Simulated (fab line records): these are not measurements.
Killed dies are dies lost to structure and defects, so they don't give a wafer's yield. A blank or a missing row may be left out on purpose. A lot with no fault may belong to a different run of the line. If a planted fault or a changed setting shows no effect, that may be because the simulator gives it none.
Which tool did it?	flow sky130	24 lots with 72 wafers sampled at 6 steps, on a route of 708 steps

WHAT EACH GAUGE READ, for each wafer
SKY_VIA3_RS_MEAS_22: measurement is done with a four-point probe. Usual: VIA3_W_RS gives 0.294 ohm/sq (standard deviation 0.0032).
lot	measured	on	VIA3_W_RS (ohm/sq)	flag
L074	day 39 11:38	film-metro-04	0.289 0.286 0.293	
L075	day 40 01:55	film-metro-04	0.295 0.295 0.295	
L076	day 40 03:37	film-metro-04	0.295 0.293 0.291	
L077	day 40 15:03	film-metro-03	0.293 0.298 0.297	
L078	day 40 17:28	film-metro-04	0.296 0.294 0.294	
L079	day 41 18:08	film-metro-02	0.297 0.293 0.297	
L080	day 41 22:31	film-metro-02	0.293 0.293 0.293	
L081	day 42 00:23	film-metro-03	0.289 0.290 0.287	
L082	day 42 03:41	film-metro-03	0.290 0.292 0.290	
L083	day 43 02:41	film-metro-03	0.292 0.294 0.292	
L084	day 43 04:23	film-metro-02	0.302 0.290 0.293	
L086	day 43 17:53	film-metro-03	0.290 0.294 0.294	
L085	day 43 21:20	film-metro-04	0.295 0.300 0.301	
L087	day 43 22:47	film-metro-02	0.301 0.294 0.298	
L088	day 44 05:06	film-metro-03	0.292 0.295 0.294	
L089	day 44 05:26	film-metro-04	0.293 0.291 0.299	
L090	day 44 05:29	film-metro-02	0.294 0.296 0.299	
L092	day 44 22:25	film-metro-03	0.301 0.295 0.293	
L091	day 45 00:07	film-metro-04	0.294 0.295 0.294	
L093	day 45 04:38	film-metro-03	0.297 0.291 0.293	
L094	day 45 23:41	film-metro-04	0.298 0.300 0.299	
L096	day 46 03:29	film-metro-02	0.298 0.294 0.295	
L095	day 46 03:47	film-metro-02	0.293 0.295 0.296	
L097	day 46 05:25	film-metro-02	0.297 0.293 0.298	

SKY_VIA4_BOW_MEAS_03. Usual: VIA4_BOW gives 80 um (standard deviation 8.2).
lot	measured	on	VIA4_BOW (um)	flag
L074	day 41 16:20	film-metro-02	85 74 86	
L075	day 42 04:49	film-metro-03	83 89 86	
L076	day 42 06:51	film-metro-02	72 79 93	
L077	day 42 17:12	film-metro-03	77 86 77	
L078	day 42 23:42	film-metro-02	78 70 90	
L079	day 43 19:10	film-metro-02	85 70 95	
L080	day 44 00:07	film-metro-02	85 84 89	
L081	day 44 01:44	film-metro-02	83 68 77	
L082	day 44 05:10	film-metro-02	77 75 80	
L083	day 45 04:20	film-metro-03	73 80 66	
L084	day 45 06:02	film-metro-03	62 74 63	
L086	day 45 15:10	film-metro-02	79 83 84	
L085	day 45 20:50	film-metro-03	80 86 86	
L087	day 45 21:38	film-metro-01	80 78 66	
L088	day 46 02:52	film-metro-01	87 74 94	
L089	day 46 03:17	film-metro-01	93 73 98	
L090	day 46 04:03	film-metro-03	86 77 74	
L092	day 46 20:22	film-metro-01	71 63 68	
L091	day 46 21:52	film-metro-03	78 78 77	
L093	day 47 01:35	film-metro-01	73 83 88	
L094	day 47 18:43	film-metro-02	92 95 85	
L096	day 47 22:47	film-metro-01	73 61 79	
L095	day 47 23:02	film-metro-02	78 73 88	
L097	day 47 23:57	film-metro-03	87 79 74	

SKY_VIA4_THK_MEAS_20: measures by xrf. Usual: VIA4_W_THK gives 510 nm (standard deviation 6.4).
lot	measured	on	VIA4_W_THK (nm)	flag
L074	day 42 16:17	film-metro-03	504 520 513	
L075	day 43 05:01	film-metro-02	507 514 512	
L076	day 43 07:20	film-metro-01	510 500 503	
L077	day 43 16:55	film-metro-03	510 509 514	
L078	day 43 23:47	film-metro-02	509 511 520	
L079	day 44 18:02	film-metro-02	515 521 519	
L080	day 44 22:44	film-metro-01	503 502 501	
L081	day 45 00:35	film-metro-01	503 501 501	
L082	day 45 02:19	film-metro-02	507 514 503	
L083	day 46 02:15	film-metro-01	512 506 508	
L084	day 46 03:46	film-metro-01	516 518 514	
L086	day 46 12:57	film-metro-01	511 511 518	
L085	day 46 17:10	film-metro-03	524 517 522	
L087	day 46 18:59	film-metro-01	519 513 525	
L088	day 47 00:23	film-metro-01	499 499 500	
L089	day 47 00:39	film-metro-01	506 507 503	
L090	day 47 01:22	film-metro-02	513 512 516	
L092	day 47 17:19	film-metro-03	525 514 515	
L091	day 47 18:29	film-metro-03	510 512 512	
L093	day 47 22:20	film-metro-02	506 512 515	
L094	day 48 14:52	film-metro-03	513 508 510	
L096	day 48 18:38	film-metro-02	505 516 515	
L095	day 48 18:56	film-metro-01	502 508 504	
L097	day 48 19:32	film-metro-01	508 502 516	

EACH LOT AND THE TOOL THAT RAN IT (in order: tool; ch and the chambers of the sampled wafers; start)
lot	SKY_VIA1_SPUTTER_20	SKY_METAL2_ETCH_18	SKY_METAL4_SPUTTER_00
L074	pvd-sputter-02, day 33 22:25	rie-metal-01 ch 0,1, day 35 01:19	pvd-sputter-03, day 39 12:04
L075	pvd-sputter-04, day 34 11:05	rie-metal-02 ch 0,1, day 35 14:28	pvd-sputter-02, day 40 02:24
L076	pvd-sputter-04, day 34 13:06	rie-metal-01 ch 0,1, day 35 15:25	pvd-sputter-03, day 40 04:04
L077	pvd-sputter-02, day 35 00:47	rie-metal-02 ch 0, day 36 03:31	pvd-sputter-02, day 40 15:32
L078	pvd-sputter-01, day 35 04:20	rie-metal-01 ch 0,1, day 36 07:23	pvd-sputter-01, day 40 17:57
L079	pvd-sputter-04, day 36 05:55	rie-metal-02 ch 0,1, day 37 08:41	pvd-sputter-02, day 41 18:37
L080	pvd-sputter-01, day 36 09:17	rie-metal-03 ch 0,1, day 37 12:43	pvd-sputter-01, day 41 22:59
L081	pvd-sputter-04, day 36 11:16	rie-metal-03 ch 0,1, day 37 13:46	pvd-sputter-02, day 42 00:52
L082	pvd-sputter-02, day 36 15:52	rie-metal-03 ch 0,1, day 37 18:17	pvd-sputter-03, day 42 04:08
L083	pvd-sputter-02, day 37 15:49	rie-metal-01 ch 0,1, day 38 18:41	pvd-sputter-01, day 43 03:10
L084	pvd-sputter-01, day 37 17:59	rie-metal-02 ch 1, day 38 20:49	pvd-sputter-03, day 43 04:50
L086	pvd-sputter-01, day 38 11:13	rie-metal-03 ch 0,1, day 39 13:19	pvd-sputter-02, day 43 18:19
L085	pvd-sputter-02, day 38 11:56	rie-metal-03 ch 0,1, day 39 14:10	pvd-sputter-02, day 43 22:36
L087	pvd-sputter-02, day 38 14:38	rie-metal-02 ch 0,1, day 39 16:46	pvd-sputter-01, day 43 23:31
L088	pvd-sputter-02, day 38 16:41	rie-metal-02 ch 0,1, day 39 18:29	pvd-sputter-01, day 44 06:26
L089	pvd-sputter-04, day 38 22:38	rie-metal-02 ch 0,1, day 40 00:25	pvd-sputter-03, day 44 06:44
L090	pvd-sputter-01, day 39 00:41	rie-metal-01 ch 0,1, day 40 01:56	pvd-sputter-01, day 44 07:02
L092	pvd-sputter-02, day 39 17:06	rie-metal-02 ch 0,1, day 40 19:01	pvd-sputter-01, day 44 22:52
L091	pvd-sputter-04, day 39 19:29	rie-metal-03 ch 0,1, day 40 20:58	pvd-sputter-01, day 45 00:35
L093	pvd-sputter-02, day 39 22:37	rie-metal-01 ch 0,1, day 41 00:10	pvd-sputter-02, day 45 05:50
L094	pvd-sputter-02, day 40 21:10	rie-metal-02 ch 0,1, day 41 21:55	pvd-sputter-03, day 46 00:08
L096	pvd-sputter-04, day 41 00:08	rie-metal-02 ch 0,1, day 42 01:08	pvd-sputter-01, day 46 03:56
L095	pvd-sputter-02, day 41 00:29	rie-metal-03 ch 0,1, day 42 01:50	pvd-sputter-02, day 46 04:21
L097	pvd-sputter-02, day 41 03:44	rie-metal-01 ch 0,1, day 42 04:25	pvd-sputter-03, day 46 05:52
- SKY_VIA1_SPUTTER_20: material TiN, target thk 20 nm, time 80 s.
- SKY_METAL2_ETCH_18: etches BARC in N2/H2, stops on SiO2, time 45.9 s, target depth 60 nm.
- SKY_METAL4_SPUTTER_00: material Ti, target thk 15 nm, time 10 s.

AS READ BY THE TOOLS THEMSELVES (means over the sampled wafers that have a number; for cases with no such wafer, the mark the record gives instead)
SKY_VIA1_SPUTTER_20. Usual: throttle-valve-pct reads 30.1 % (standard deviation 0.96).
lot	tool	throttle-valve-pct (%)	flag
L074	pvd-sputter-02	30.1	
L075	pvd-sputter-04	30.1	
L076	pvd-sputter-04	29.7	
L077	pvd-sputter-02	30.6	
L078	pvd-sputter-01	30.3	
L079	pvd-sputter-04	29.8	
L080	pvd-sputter-01	31.0	
L081	pvd-sputter-04	29.6	
L082	pvd-sputter-02	29.7	
L083	pvd-sputter-02	30.0	
L084	pvd-sputter-01	29.7	
L086	pvd-sputter-01	29.9	
L085	pvd-sputter-02	30.2	
L087	pvd-sputter-02	30.6	
L088	pvd-sputter-02	31.3	
L089	pvd-sputter-04	30.1	
L090	pvd-sputter-01	31.2	
L092	pvd-sputter-02	30.4	
L091	pvd-sputter-04	29.7	
L093	pvd-sputter-02	30.1	
L094	pvd-sputter-02	30.0	
L096	pvd-sputter-04	29.5	
L095	pvd-sputter-02	31.0	
L097	pvd-sputter-02	30.1	

SKY_METAL2_ETCH_18. Usual: drypump-motor-current-A 6.0 A, standard deviation 0.48; h2-flow-sccm 199.9 sccm, standard deviation 0.62; oes-product-au 0.855 a.u., standard deviation 0.0049; throttle-valve-pct 13.225 %, standard deviation 0.0096.
lot	tool	drypump-motor-current-A (A)	h2-flow-sccm (sccm)	oes-product-au (a.u.)	throttle-valve-pct (%)	flag
L074	rie-metal-01	5.8	200.2	0.855	13.231	
L075	rie-metal-02	5.9	200.1	0.856	13.234	
L076	rie-metal-01	5.8	200.0	0.852	13.226	
L077	rie-metal-02	6.2	199.1	0.853	13.221	
L078	rie-metal-01	6.3	200.4	0.855	13.224	
L079	rie-metal-02	5.9	200.0	0.856	13.221	
L080	rie-metal-03	6.1	199.8	0.851	13.232	
L081	rie-metal-03	6.2	200.0	0.856	13.227	
L082	rie-metal-03	6.1	199.9	0.858	13.220	
L083	rie-metal-01	6.3	200.3	0.856	13.224	
L084	rie-metal-02	5.4	200.1	0.849	13.224	
L086	rie-metal-03	6.1	199.8	0.850	13.220	
L085	rie-metal-03	6.2	199.6	0.854	13.222	
L087	rie-metal-02	5.9	199.8	0.853	13.222	
L088	rie-metal-02	5.7	199.8	0.855	13.221	
L089	rie-metal-02	5.7	199.4	0.853	13.229	
L090	rie-metal-01	5.8	199.1	0.858	13.231	
L092	rie-metal-02	5.7	200.4	0.855	13.227	
L091	rie-metal-03	6.1	199.9	0.857	13.218	
L093	rie-metal-01	5.8	200.5	0.857	13.230	
L094	rie-metal-02	5.9	200.1	0.855	13.225	
L096	rie-metal-02	5.7	200.2	0.859	13.218	
L095	rie-metal-03	6.1	199.7	0.856	13.229	
L097	rie-metal-01	6.3	199.8	0.857	13.221	

SKY_METAL4_SPUTTER_00. Usual: throttle-valve-pct reads 30.1 % (standard deviation 0.87).
lot	tool	throttle-valve-pct (%)	flag
L074	pvd-sputter-03	29.4	
L075	pvd-sputter-02	29.2	
L076	pvd-sputter-03	29.8	
L077	pvd-sputter-02	30.9	
L078	pvd-sputter-01	30.0	
L079	pvd-sputter-02	29.6	
L080	pvd-sputter-01	30.7	
L081	pvd-sputter-02	31.1	
L082	pvd-sputter-03	29.6	
L083	pvd-sputter-01	30.5	
L084	pvd-sputter-03	29.3	
L086	pvd-sputter-02	29.2	
L085	pvd-sputter-02	30.0	
L087	pvd-sputter-01	30.5	
L088	pvd-sputter-01	30.2	
L089	pvd-sputter-03	29.5	
L090	pvd-sputter-01	29.7	
L092	pvd-sputter-01	30.7	
L091	pvd-sputter-01	30.4	
L093	pvd-sputter-02	30.1	
L094	pvd-sputter-03	29.4	
L096	pvd-sputter-01	30.4	
L095	pvd-sputter-02	31.1	
L097	pvd-sputter-03	29.6	

THE ANSWER, worked out from the rows above alone
Rule: a lot counts as off when the mean over its wafers that have a number is more than 3 standard deviations away from the usual mean. A lot without any number at a reading at which 4 lots or more have one is off too. Any other lot the step has rows for is counted as sound. The gauges are gone through in route order, then the tools' own readings, and for those a lot's mean is taken as printed above. At the first step where some lot is off, the reading lying furthest off is the one used; lots without a number count as furthest.
Across all readings shown, no lot is off: no conclusion can be drawn from this.

WHAT THE SIMULATOR PUT IN
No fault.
